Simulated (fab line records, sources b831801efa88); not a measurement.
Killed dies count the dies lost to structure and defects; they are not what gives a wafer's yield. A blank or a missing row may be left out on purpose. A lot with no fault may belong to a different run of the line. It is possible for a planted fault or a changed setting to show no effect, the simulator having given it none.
A single fault, viewed from 2 desks ; flow sky130 ; only its own numbers are on each desk; what lay behind them is given at the end

## THE METROLOGY DESK
What the gauges read, lot by lot, whatever tool the lot ran on: means of the sampled wafers that have a number. If a lot's mean is further than 4 standard deviations from the usual mean, the lot is out of limits and carries the mark OUT (the distance appears in the brackets).
Columns: A = METAL2_ALCU_RS at SKY_METAL2_RS_MEAS_05, usual 0.1268 ohm/sq; B = METAL2_OVL at SKY_METAL2_OVL_MEAS_16, usual 2 nm
lot;first seen here;A;B
L249;day 34 11:26;0.1284;9
L255;day 36 22:28;0.1260;-5
L254;day 37 01:01;0.1265;5
L258;day 38 05:36;0.1265;6
L257;day 38 07:29;0.1269;-1
L256;day 38 10:20;0.1289;4
L260;day 38 23:05;0.1265;-2
L259;day 39 06:03;0.1259;0
L264;day 39 19:03;0.1251;5
L266;day 40 02:55;0.1269;6
L270;day 40 19:56;0.1271;0
L269;day 40 23:55;0.1243;2
This desk's verdict: no lot among the 12 shows anything out of limits.

## AT THE TOOL OWNER'S DESK: plasma-asher-04
The tool's own readings at SKY_METAL2_STRIP_20 (strips in O2/N2): means of the sampled wafers that have a number, for each lot that ran on this tool. If a lot's mean is further than 4 standard deviations from the usual mean, the lot is out of limits and carries the mark OUT (the distance appears in the brackets).
Columns: A = drypump-motor-current-A at SKY_METAL2_STRIP_20, usual 5.6 A; B = oes-product-au at SKY_METAL2_STRIP_20, usual 0.341 a.u.; C = strip-time-to-endpoint-s at SKY_METAL2_STRIP_20, usual 2.69 s
lot;first seen here;A;B;C
L249;day 35 14:20;5.4;0.335;2.64
L258;day 39 07:35;5.6;0.344;2.71
L257;day 39 09:25;5.6;0.341;2.69
L256;day 39 11:58;5.4;0.340;2.68
L266;day 41 02:46;5.6;0.339;2.68
L269;day 42 00:10;5.4;0.343;2.72
This desk's verdict: no lot among the 6 shows anything out of limits.

## ALL TOGETHER
Metrology desk: nothing out of limits seen.
The desk of the tool owner found nothing out of limits.

## WHAT HAD BEEN PUT IN BY THE SIMULATOR
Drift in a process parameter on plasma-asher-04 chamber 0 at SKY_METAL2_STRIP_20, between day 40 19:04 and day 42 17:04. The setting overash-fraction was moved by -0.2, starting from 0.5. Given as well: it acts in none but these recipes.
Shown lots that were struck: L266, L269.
